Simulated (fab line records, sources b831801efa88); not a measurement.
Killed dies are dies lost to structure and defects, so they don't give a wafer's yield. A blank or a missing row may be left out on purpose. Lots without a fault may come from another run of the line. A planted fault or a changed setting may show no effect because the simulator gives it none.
Chamber matching | flow sfq_line | SFQ_TRILAYER_I2_CMP_CMP_064 on cmp-01: 4 sister chambers
The step polishes SiO2. 4 wafers are shown with their chamber, then 10 later ones without.

WAFERS WITH THEIR CHAMBER
wafer  | chamber | motor_current_A (A)
L234.2 | 2       | 10.0
L234.4 | 3       | 10.5
L235.2 | 0       | 9.1
L235.5 | 1       | 9.6

WAFERS WITHOUT THEIR CHAMBER
wafer  | motor_current_A (A)
L235.6 | 9.7
L240.4 | 10.3
L240.1 | 9.6
L240.5 | 9.8
L243.2 | 10.1
L243.4 | 8.9
L243.5 | 10.7
L244.2 | 9.9
L244.4 | 10.4
L244.5 | 8.3

WHICH CHAMBER EACH WENT THROUGH
wafer  | from the rows above               | in truth
L235.6 | can't be placed: 1 or 2 or 0      | 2
L240.4 | can't be placed: 3 or 2 or 1      | 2
L240.1 | can't be placed: 1 or 2 or 0      | 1
L240.5 | can't be placed: 2 or 1 or 3 or 0 | 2
L243.2 | can't be placed: 2 or 3 or 1      | 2
L243.4 | can't be placed: 0 or 1           | 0
L243.5 | can't be placed: 3 or 2           | 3
L244.2 | can't be placed: 2 or 1 or 3      | 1
L244.4 | can't be placed: 3 or 2           | 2
L244.5 | can't be placed: 0 or 1           | 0
Placed correctly: 0 of 10. Can't be placed from these rows: 10 (the true chamber is among the candidates in 10). Placed wrongly: 0.
How it was worked out, from the rows above alone: a wafer's distance from a chamber is the root of the sum, over the readings, of the square of ((its reading less the chamber's mean) divided by the reading's scatter). The wafer belongs to the nearest chamber; if the next one is less than 2 further off, it can't be placed. A chamber's mean is the mean of its shown wafers. The scatter: with one shown wafer a chamber, the root of the mean of the squares of how far each hidden wafer lies from its nearest shown one.
